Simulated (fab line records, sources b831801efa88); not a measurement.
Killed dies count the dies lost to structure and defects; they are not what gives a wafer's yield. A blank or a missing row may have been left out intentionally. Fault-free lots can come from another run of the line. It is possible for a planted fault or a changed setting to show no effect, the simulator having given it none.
The tool behind it: which one? -- flow gf180mcu -- 24 lots with 72 wafers sampled at 5 steps, on a route of 602 steps

## WHAT EACH GAUGE READ, for each wafer
GF_V3_THK_MEAS_25: measures by xrf. Usual: V3_W_THK 351 nm, standard deviation 7.8.
lot,measured,on,V3_W_THK (nm),flag
L074,day 21 22:07,film-metro-04,347 364 361,
L075,day 23 06:07,film-metro-02,350 344 348,
L076,day 23 21:50,film-metro-04,362 350 361,
L077,day 23 22:38,film-metro-02,351 352 342,
L078,day 24 12:56,film-metro-02,350 354 346,
L079,day 24 23:48,film-metro-02,359 346 364,
L081,day 25 06:15,film-metro-04,346 351 351,
L080,day 25 06:17,film-metro-03,368 351 348,
L082,day 25 17:12,film-metro-04,368 367 365,
L083,day 25 18:58,film-metro-02,344 340 342,
L084,day 26 12:34,film-metro-03,352 352 355,
L085,day 26 21:08,film-metro-02,348 344 341,
L087,day 27 01:10,film-metro-03,367 347 363,
L086,day 27 02:26,film-metro-04,346 350 351,
L088,day 27 16:56,film-metro-02,336 351 356,
L089,day 28 01:38,film-metro-02,342 355 341,
L090,day 28 02:20,film-metro-04,360 350 354,
L091,day 28 04:14,film-metro-02,346 348 346,
L092,day 28 19:24,film-metro-02,352 338 355,
L093,day 28 20:19,film-metro-04,338 357 362,
L094,day 29 01:31,film-metro-04,347 345 362,
L095,day 29 10:44,film-metro-02,346 349 353,
L096,day 29 13:18,film-metro-02,352 350 344,
L097,day 29 18:55,film-metro-03,351 347 350,

GF_V5_THK_MEAS_01. Usual: V5_CVD_00_THK 301 nm, standard deviation 4.5.
lot,measured,on,V5_CVD_00_THK (nm),flag
L074,day 26 00:10,film-metro-03,301 305 298,
L075,day 27 00:34,film-metro-04,300 306 306,
L076,day 27 14:43,film-metro-02,301 296 301,
L077,day 27 16:35,film-metro-04,301 297 300,
L078,day 28 03:57,film-metro-03,300 302 305,
L079,day 28 13:16,film-metro-04,298 297 300,
L081,day 28 20:26,film-metro-02,300 301 300,
L080,day 28 21:07,film-metro-03,305 301 300,
L082,day 29 05:38,film-metro-03,298 295 299,
L083,day 29 06:46,film-metro-04,298 303 299,
L084,day 30 00:29,film-metro-04,298 298 296,
L085,day 30 06:30,film-metro-04,302 307 304,
L087,day 30 11:11,film-metro-03,310 302 306,
L086,day 30 12:11,film-metro-02,299 293 293,
L088,day 31 01:46,film-metro-02,294 294 297,
L089,day 31 10:07,film-metro-02,295 310 301,
L090,day 31 10:13,film-metro-03,297 298 299,
L091,day 31 12:04,film-metro-03,305 300 299,
L092,day 31 21:53,film-metro-04,298 300 296,
L093,day 31 22:04,film-metro-02,310 305 306,
L094,day 31 23:22,film-metro-03,301 304 301,
L095,day 32 02:32,film-metro-02,300 299 299,
L096,day 32 03:02,film-metro-04,298 300 309,
L097,day 33 00:00,film-metro-03,305 309 303,

## TOOL THAT RAN EACH LOT (tool first, then ch and the chambers of the sampled wafers, then the start)
lot,GF_V3_SPUTTER_22,GF_V4_ETCH_16,GF_MIM_SPUTTER_08
L074,"pvd-sputter-04, day 21 21:51","rie-diel-02 ch 1,2,3, day 23 22:28","pvd-sputter-01, day 24 00:24"
L075,"pvd-sputter-02, day 23 05:41","rie-diel-02 ch 0,1,2, day 25 04:17","pvd-sputter-02, day 25 05:59"
L076,"pvd-sputter-01, day 23 21:33","rie-diel-03 ch 0,1,2, day 25 18:41","pvd-sputter-03, day 25 20:32"
L077,"pvd-sputter-01, day 23 22:22","rie-diel-04 ch 0,2, day 25 19:41","pvd-sputter-03, day 25 21:33"
L078,"pvd-sputter-02, day 24 12:40","rie-diel-02 ch 1,3, day 26 09:02","pvd-sputter-02, day 26 10:47"
L079,"pvd-sputter-02, day 24 23:31","rie-diel-04 ch 0,2,3, day 26 19:20","pvd-sputter-03, day 26 21:02"
L081,"pvd-sputter-04, day 25 05:58","rie-diel-03 ch 0,1,3, day 27 01:44","pvd-sputter-03, day 27 03:35"
L080,"pvd-sputter-01, day 25 06:01","rie-diel-04 ch 0,1,2, day 27 02:26","pvd-sputter-01, day 27 04:11"
L082,"pvd-sputter-04, day 25 16:47","rie-diel-02 ch 2,3, day 27 11:28","pvd-sputter-03, day 27 13:29"
L083,"pvd-sputter-02, day 25 18:41","rie-diel-03 ch 0,3, day 27 13:35","pvd-sputter-03, day 27 15:23"
L084,"pvd-sputter-02, day 26 12:16","rie-diel-02 ch 0,1,3, day 28 07:14","pvd-sputter-01, day 28 08:58"
L085,"pvd-sputter-01, day 26 20:52","rie-diel-02 ch 0,1,2, day 28 13:38","pvd-sputter-02, day 28 15:20"
L087,"pvd-sputter-01, day 27 00:53","rie-diel-04 ch 1,2,3, day 28 18:41","pvd-sputter-02, day 28 20:24"
L086,"pvd-sputter-01, day 27 02:08","rie-diel-02 ch 1,2,3, day 28 19:20","pvd-sputter-02, day 28 21:03"
L088,"pvd-sputter-01, day 27 16:40","rie-diel-03 ch 0,2, day 29 09:51","pvd-sputter-01, day 29 11:34"
L089,"pvd-sputter-04, day 28 01:21","rie-diel-02 ch 0,2,3, day 29 18:13","pvd-sputter-03, day 29 19:55"
L090,"pvd-sputter-04, day 28 02:03","rie-diel-02 ch 1,2,3, day 29 18:39","pvd-sputter-01, day 29 20:31"
L091,"pvd-sputter-02, day 28 03:57","rie-diel-02 ch 0,1,3, day 29 20:56","pvd-sputter-01, day 29 22:38"
L092,"pvd-sputter-04, day 28 19:06","rie-diel-03 ch 0,1, day 30 10:38","pvd-sputter-01, day 30 12:22"
L093,"pvd-sputter-02, day 28 20:03","rie-diel-02 ch 0,1,3, day 30 12:02","pvd-sputter-01, day 30 13:46"
L094,"pvd-sputter-02, day 29 01:15","rie-diel-02 ch 0,1,2, day 30 17:29","pvd-sputter-03, day 30 19:12"
L095,"pvd-sputter-02, day 29 10:27","rie-diel-04 ch 1,2, day 31 02:26","pvd-sputter-01, day 31 04:09"
L096,"pvd-sputter-02, day 29 13:01","rie-diel-02 ch 1,2,3, day 31 04:56","pvd-sputter-02, day 31 06:44"
L097,"pvd-sputter-04, day 29 18:39","rie-diel-04 ch 1,2,3, day 31 10:13","pvd-sputter-02, day 32 08:38"
- GF_V3_SPUTTER_22: material TiN, target thk 10 nm, time 40 s.
- GF_V4_ETCH_16: etches BARC in N2/H2.
- GF_MIM_SPUTTER_08: material AlCu, target thk 200 nm, time 10.6 s.

## WHAT THE TOOLS THEMSELVES READ (means of the sampled wafers that have a number; where no wafer has one, the mark that the record gives instead)
GF_V3_SPUTTER_22. Usual: throttle-valve-pct at 30.1 %, with a standard deviation of 0.94.
lot,tool,throttle-valve-pct (%),flag
L074,pvd-sputter-04,30.2,
L075,pvd-sputter-02,31.1,
L076,pvd-sputter-01,29.8,
L077,pvd-sputter-01,30.1,
L078,pvd-sputter-02,30.7,
L079,pvd-sputter-02,30.7,
L081,pvd-sputter-04,29.9,
L080,pvd-sputter-01,29.7,
L082,pvd-sputter-04,30.6,
L083,pvd-sputter-02,30.7,
L084,pvd-sputter-02,31.5,
L085,pvd-sputter-01,29.3,
L087,pvd-sputter-01,29.5,
L086,pvd-sputter-01,29.2,
L088,pvd-sputter-01,29.5,
L089,pvd-sputter-04,29.7,
L090,pvd-sputter-04,29.5,
L091,pvd-sputter-02,30.0,
L092,pvd-sputter-04,30.4,
L093,pvd-sputter-02,29.9,
L094,pvd-sputter-02,30.3,
L095,pvd-sputter-02,30.7,
L096,pvd-sputter-02,30.5,
L097,pvd-sputter-04,30.5,

GF_V4_ETCH_16. Usual: drypump-motor-current-A 5.6 A, standard deviation 0.43; oes-product-au 0.854 a.u., standard deviation 0.0046; throttle-valve-pct 13.224 %, standard deviation 0.0093.
lot,tool,drypump-motor-current-A (A),oes-product-au (a.u.),throttle-valve-pct (%),flag
L074,rie-diel-02,5.4,0.858,13.230,
L075,rie-diel-02,5.8,0.856,13.222,
L076,rie-diel-03,5.5,0.851,13.221,
L077,rie-diel-04,5.8,0.853,13.225,
L078,rie-diel-02,5.6,0.855,13.223,
L079,rie-diel-04,5.5,0.855,13.216,
L081,rie-diel-03,5.7,0.856,13.226,
L080,rie-diel-04,5.7,0.854,13.221,
L082,rie-diel-02,5.3,0.860,13.218,
L083,rie-diel-03,5.2,0.855,13.229,
L084,rie-diel-02,5.7,0.853,13.229,
L085,rie-diel-02,5.7,0.853,13.222,
L087,rie-diel-04,5.6,0.853,13.221,
L086,rie-diel-02,5.4,0.854,13.223,
L088,rie-diel-03,5.1,0.853,13.222,
L089,rie-diel-02,5.5,0.848,13.223,
L090,rie-diel-02,5.5,0.853,13.228,
L091,rie-diel-02,5.7,0.855,13.226,
L092,rie-diel-03,5.8,0.854,13.224,
L093,rie-diel-02,5.6,0.857,13.219,
L094,rie-diel-02,5.7,0.852,13.221,
L095,rie-diel-04,6.0,0.857,13.226,
L096,rie-diel-02,5.5,0.854,13.218,
L097,rie-diel-04,5.6,0.851,13.226,

GF_MIM_SPUTTER_08. Usual: throttle-valve-pct at 29.7 %, with a standard deviation of 1.1.
lot,tool,throttle-valve-pct (%),flag
L074,pvd-sputter-01,29.4,
L075,pvd-sputter-02,30.1,
L076,pvd-sputter-03,29.5,
L077,pvd-sputter-03,28.4,
L078,pvd-sputter-02,30.3,
L079,pvd-sputter-03,28.7,
L081,pvd-sputter-03,29.2,
L080,pvd-sputter-01,29.8,
L082,pvd-sputter-03,29.4,
L083,pvd-sputter-03,29.4,
L084,pvd-sputter-01,29.6,
L085,pvd-sputter-02,30.7,
L087,pvd-sputter-02,29.6,
L086,pvd-sputter-02,30.7,
L088,pvd-sputter-01,29.3,
L089,pvd-sputter-03,29.3,
L090,pvd-sputter-01,29.6,
L091,pvd-sputter-01,29.3,
L092,pvd-sputter-01,29.5,
L093,pvd-sputter-01,28.9,
L094,pvd-sputter-03,29.6,
L095,pvd-sputter-01,29.2,
L096,pvd-sputter-02,30.7,
L097,pvd-sputter-02,29.9,

## THE ANSWER, worked out from the rows above alone
Rule: take the mean of a lot's wafers that have a number; if it is more than 3 standard deviations from the usual mean, the lot is off. Also off: a lot with no number at a reading for which 4 or more lots have one. Any other lot the step has rows for is counted as sound. Order of review: gauges by route order, followed by the tools' own readings, for which a lot's mean as printed above is used. The first step at which some lot is off is used, and at that step the reading that is off furthest; a lot without a number counts as furthest.
No lot is off at any reading shown: from this, nothing can be told.

## WHAT WAS PUT IN BY THE SIMULATOR
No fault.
